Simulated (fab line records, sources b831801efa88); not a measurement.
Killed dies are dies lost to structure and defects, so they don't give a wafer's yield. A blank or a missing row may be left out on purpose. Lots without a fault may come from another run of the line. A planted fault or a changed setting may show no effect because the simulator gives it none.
Chamber matching | flow sky130 | SKY_VIA3_ETCH_14 on rie_diel-03: 4 sister chambers
The step etches BARC in N2/H2, stops on SiO2, time 45.9 s, target depth 60 nm. 16 wafers are shown with their chamber, then 8 later ones without.

WAFERS WITH THEIR CHAMBER
wafer  | chamber | drypump_motor_current_A (A) | throttle_valve_pct (%) | oes_product_au (a.u.)
L074.1 | 1       | 6.0                         | 13.232                 | 0.852
L074.2 | 3       | 5.2                         | 13.237                 | 0.862
L074.3 | 2       | 5.9                         | 13.219                 | 0.858
L076.2 | 2       | 5.9                         | 13.213                 | 0.855
L076.3 | 1       | 6.0                         | 13.214                 | 0.855
L076.6 | 0       | 5.3                         | 13.207                 | 0.865
L084.2 | 3       | 5.2                         | 13.219                 | 0.855
L084.3 | 2       | 5.8                         | 13.217                 | 0.853
L084.5 | 1       | 5.9                         | 13.226                 | 0.858
L085.2 | 1       | 6.0                         | 13.229                 | 0.858
L085.5 | 3       | 5.2                         | 13.231                 | 0.854
L085.6 | 2       | 5.9                         | 13.229                 | 0.853
L092.2 | 0       | 5.3                         | 13.222                 | 0.855
L092.4 | 3       | 5.2                         | 13.227                 | 0.855
L092.5 | 0       | 5.3                         | 13.210                 | 0.856
L091.1 | 1       | 5.9                         | 13.221                 | 0.853

SIGNATURES (means of the wafers above)
reading                 | chamber 0 | chamber 1 | chamber 2 | chamber 3 | scatter within a chamber
drypump_motor_current_A | 5.300     | 5.960     | 5.875     | 5.200     | 0.0403
throttle_valve_pct      | 13.21300  | 13.22440  | 13.21950  | 13.22850  | 0.00729
oes_product_au          | 0.85867   | 0.85520   | 0.85475   | 0.85650   | 0.00353
Rule: a wafer's distance from a chamber is the root of the sum, over the readings, of the square of ((its reading less the chamber's mean) divided by the reading's scatter). The wafer belongs to the nearest chamber; if the next one is less than 2 further off, it can't be placed. The scatter: the root of (the sum of the squares of (reading less its chamber's mean) over the shown wafers, divided by (wafers less chambers)).

WAFERS WITHOUT THEIR CHAMBER
wafer  | drypump_motor_current_A (A) | throttle_valve_pct (%) | oes_product_au (a.u.)
L091.2 | 5.9                         | 13.223                 | 0.860
L091.4 | 5.3                         | 13.226                 | 0.858
L093.1 | 5.3                         | 13.232                 | 0.853
L093.2 | 5.9                         | 13.220                 | 0.846
L093.3 | 5.2                         | 13.233                 | 0.846
L094.3 | 5.2                         | 13.232                 | 0.852
L094.4 | 6.0                         | 13.209                 | 0.852
L094.5 | 5.3                         | 13.214                 | 0.862

WHICH CHAMBER EACH WENT THROUGH
wafer  | from the rows above     | in truth
L091.2 | can't be placed: 2 or 1 | 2
L091.4 | can't be placed: 0 or 3 | 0
L093.1 | can't be placed: 3 or 0 | 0
L093.2 | can't be placed: 2 or 1 | 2
L093.3 | 3                       | 3
L094.3 | 3                       | 3
L094.4 | can't be placed: 1 or 2 | 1
L094.5 | 0                       | 0
Placed correctly: 3 of 8. Can't be placed from these rows: 5 (the true chamber is among the candidates in 5). Placed wrongly: 0.
